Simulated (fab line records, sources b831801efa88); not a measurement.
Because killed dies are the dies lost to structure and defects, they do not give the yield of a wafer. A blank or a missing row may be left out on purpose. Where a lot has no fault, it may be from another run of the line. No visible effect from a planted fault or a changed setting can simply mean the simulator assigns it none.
A struck lot beside a sound one / flow sky130 / 43 steps out of a route of 708
Sound: the wafers L614.1, L614.5, L614.6. Struck: wafers L627.2, L627.5. (L627.3 of the same lot was not struck and is left out.) The cause comes at the end.
At each step with rows: each side's tool, then ch and its chambers, then its first start. Under that, the readings that differ: sound wafers / struck wafers / difference of the means / sigmas: that difference in standard deviations of wafers without a fault.
alike: readings whose means differ by less than 2 such deviations, and words and numbers that are the same on both sides. not compared: withheld readings, readings that some wafer has no value for, bounds like >300 that may hide the same value, and numbers for which the record gives no deviation and whose values overlap.
A row with sigmas, a row that says differs or no value, or rows on one side alone: a step with any of these is where the two part. When numbers do not overlap yet have no deviation, they are printed without sigmas and do not part them. A reading missing from all wafers of one side parts the sides only when that side holds two or more wafers.

SKY_VIA3_CD_MEAS_12 targets a cd of 200 nm.
  sound on cd sem-02, day 40 07:16; struck on cd sem-02, day 44 16:41
  alike: cd nm
SKY_VIA3_OVL_MEAS_13:
  sound on overlay-01, day 40 07:23; struck on overlay-01, day 44 16:47
  alike: VIA3_OVL
then, 8 steps without rows for these wafers: SKY_VIA3_ETCH_14 (etches BARC in N2/H2, stops on SiO2, time 45.9 s, target depth 60 nm); SKY_VIA3_ETCH_15 (etches SiO2 in C4F8/O2/Ar, stops on TiN, target depth 507 nm, time 78 s); SKY_VIA3_STRIP_16 (strips in O2/N2); SKY_VIA3_STRIP_17 (strips in post etch residue remover, time 1200 s); SKY_VIA3_CLEAN_18 (cleans in IPA, time 180 s); SKY_VIA3_CLEAN_19 (cleans in O3/DIW); SKY_VIA3_SPUTTER_20 (material TiN, target thk 20 nm, time 80 s); SKY_VIA3_CVD_21 (deposits W, target thk 390 nm, time 117.31 s).
SKY_VIA3_RS_MEAS_22: measurement is done with a four-point probe.
  sound on film metro-03, day 40 08:21; struck on film metro-02, day 44 17:49
reading=VIA3_W_RS (ohm/sq); sound=0.2940 0.2951 0.2914; struck=0.3013 0.2976; difference=+0.0060; sigmas=+2
SKY_VIA3_THK_MEAS_23: measures by xrf.
  sound on film metro-03, day 40 08:28; struck on film metro-02, day 44 17:56
reading=VIA3_W_THK (nm); sound=387 387 393; struck=377 377; difference=-12; sigmas=-2
SKY_VIA3_CMP_24: polishes, stops on SiO2, t overpolish 20 s, target thk 0 nm.
  sound on cmp-02 ch 1,2, day 40 08:35; struck on cmp-02 ch 0, day 44 17:59
  alike: motor current A, overpolish run s, time to endpoint s
SKY_METAL4_SPUTTER_00: material Ti, target thk 15 nm, time 10 s.
  sound on pvd sputter-04, day 40 08:50; struck on pvd sputter-04, day 44 18:17
  alike: throttle valve pct
then, 2 steps without rows for these wafers: SKY_METAL4_SPUTTER_01 (material TiN, target thk 20 nm, time 16.7 s); SKY_METAL4_SPUTTER_02 (material AlCu, target thk 735 nm, time 39.1 s).
SKY_METAL4_SPUTTER_03: material Ti, target thk 5 nm, time 3.3 s.
  sound on pvd sputter-04, day 40 08:55; struck on pvd sputter-04, day 44 18:22
  alike: throttle valve pct
then, 1 step without rows for these wafers: SKY_METAL4_SPUTTER_04 (material TiN, target thk 70 nm, time 58.3 s).
SKY_CAP2M_CVD_00: deposits SiO2, target thk 15.5 nm.
  sound on pecvd-02 ch 0,2, day 40 08:59; struck on pecvd-02 ch 1,2, day 44 18:26
  alike: heater power w
SKY_CAP2M_THK_MEAS_01:
  sound on film metro-02, day 40 09:00; struck on film metro-04, day 44 18:28
  alike: CAP2M_CVD_00_THK
SKY_CAP2M_SPUTTER_02: material TiN, target thk 200 nm, time 166.7 s.
  sound on pvd sputter-03, day 40 09:04; struck on pvd sputter-03, day 44 18:31
  alike: throttle valve pct
SKY_CAP2M_RS_MEAS_03: measurement is done with a four-point probe.
  sound on film metro-04, day 40 09:10; struck on film metro-04, day 44 18:38
  alike: CAP2M_TIN_RS
SKY_CAP2M_THK_MEAS_04: measures by xrf.
  sound on film metro-04, day 40 09:17; struck on film metro-04, day 44 18:45
  alike: CAP2M_TIN_THK
then, 7 steps without rows for these wafers: SKY_CAP2M_DEHYDRATE_05 (time 60 s); SKY_CAP2M_HMDS_06 (prime time 60 s); SKY_CAP2M_COAT_07 (resist thk 1140 nm); SKY_CAP2M_SOFTBAKE_08 (time 60 s); SKY_CAP2M_EXPOSE_09 (exposes mask CAP2M, target cd 1000 nm); SKY_CAP2M_PEB_10; SKY_CAP2M_DEVELOP_11 (develop time 60 s).
SKY_CAP2M_OVL_MEAS_12:
  sound on overlay-02, day 41 08:34; struck on overlay-01, day 45 15:50
reading=CAP2M_OVL (nm); sound=0.4 2.2 1.9; struck=-2.1 -0.7; difference=-2.9; sigmas=-3
then, 1 step without rows for these wafers: SKY_CAP2M_METAL_ETCH_13 (etches TiN in Cl2/BCl3, stops on SiO2, target depth 220 nm, time 62.9 s).
SKY_CAP2M_STRIP_14: strips in O2/N2.
  sound on plasma asher-02 ch 0,1, day 41 08:41; struck on plasma asher-01 ch 0,1, day 45 15:56
reading=drypump motor current A (A); sound=5.2 5.6 5.3; struck=5.7 6.6; difference=+0.8; sigmas=+2
reading=strip time to endpoint s (s); sound=12.73 12.75 12.75; struck=12.60 12.62; difference=-0.13; sigmas=-3
  alike: oes product au
  not compared: rf hours counter h
then, 9 steps without rows for these wafers: SKY_CAP2M_STRIP_15 (strips in post etch residue remover, time 1200 s); SKY_CAP2M_CLEAN_16 (cleans in IPA, time 180 s); SKY_CAP2M_CLEAN_17 (cleans in O3/DIW); SKY_METAL4_DEHYDRATE_05 (time 60 s); SKY_METAL4_HMDS_06 (prime time 60 s); SKY_METAL4_COAT_07 (resist thk 60 nm); SKY_METAL4_COAT_08 (resist thk 1140 nm); SKY_METAL4_SOFTBAKE_09 (time 90 s); SKY_METAL4_EXPOSE_10 (exposes mask MM4, target cd 300 nm).
-- the record jumps here: 4 days lie between the struck wafers' starts before and after (it left off in module METAL4 and takes up again in module PAD_OPEN, whose first step shown is number 708 of the route) --
SKY_PAD_OPEN_PROBE_99:
  sound on prober-02, day 46 06:10; struck on prober-02, day 49 20:31
reading=defect limited yield (%); sound=82.3 84.8 82.5; struck=33.1 25.2; difference=-54.1; sigmas=-28
reading=killed_at_M0_to_M3; sound=39 41 55; struck=312 326; difference=+274; sigmas=+40
reading=killed dies; sound=87 75 86; struck=329 368; difference=+266; sigmas=+28
reading=killed on rim; sound=17 19 19; struck=66 75; difference=+52; sigmas=+13
reading=killed open; sound=49 44 47; struck=20 37; difference=-18; sigmas=-3
reading=sort_bin_3_pad_short (%); sound=0.2 1.2 0.6; struck=4.5 5.1; difference=+4.1; sigmas=+9
reading=sort_bin_5_function (%); sound=11.0 7.9 8.7; struck=41.5 51.2; difference=+37.2; sigmas=+27
reading=sort_bin_6_memory (%); sound=6.5 6.1 8.1; struck=20.9 18.5; difference=+12.8; sigmas=+12
reading=sort n pass; sound=405 417 406; struck=163 124; difference=-266; sigmas=-28
reading=sort yield pct (%); sound=82.3 84.8 82.5; struck=33.1 25.2; difference=-54.1; sigmas=-28
reading=model.etest.tester.sort n pass; sound=405 417 406; struck=163 124; difference=-266; sigmas=
reading=model.etest.tester.sort yield pct (%); sound=82.32 84.76 82.52; struck=33.13 25.2; difference=-54.04; sigmas=
reading=model.etest.tester.sort_bin_5_pct (%); sound=10.98 7.927 8.74; struck=41.46 51.22; difference=+37.12; sigmas=
reading=model.etest.tester.sort_bin_6_pct (%); sound=6.504 6.098 8.13; struck=20.93 18.5; difference=+12.80; sigmas=
reading=model.etest.tester.sort_bin_3_pct (%); sound=0.2033 1.22 0.6098; struck=4.472 5.081; difference=+4.099; sigmas=
  alike: killed_at_M4_up, killed at contacts, killed at front end, killed at other, killed short

== WHERE THEY PART ==
First at SKY_VIA3_RS_MEAS_22; last, within this record, at SKY_PAD_OPEN_PROBE_99.

WHY: what had been put in by the simulator
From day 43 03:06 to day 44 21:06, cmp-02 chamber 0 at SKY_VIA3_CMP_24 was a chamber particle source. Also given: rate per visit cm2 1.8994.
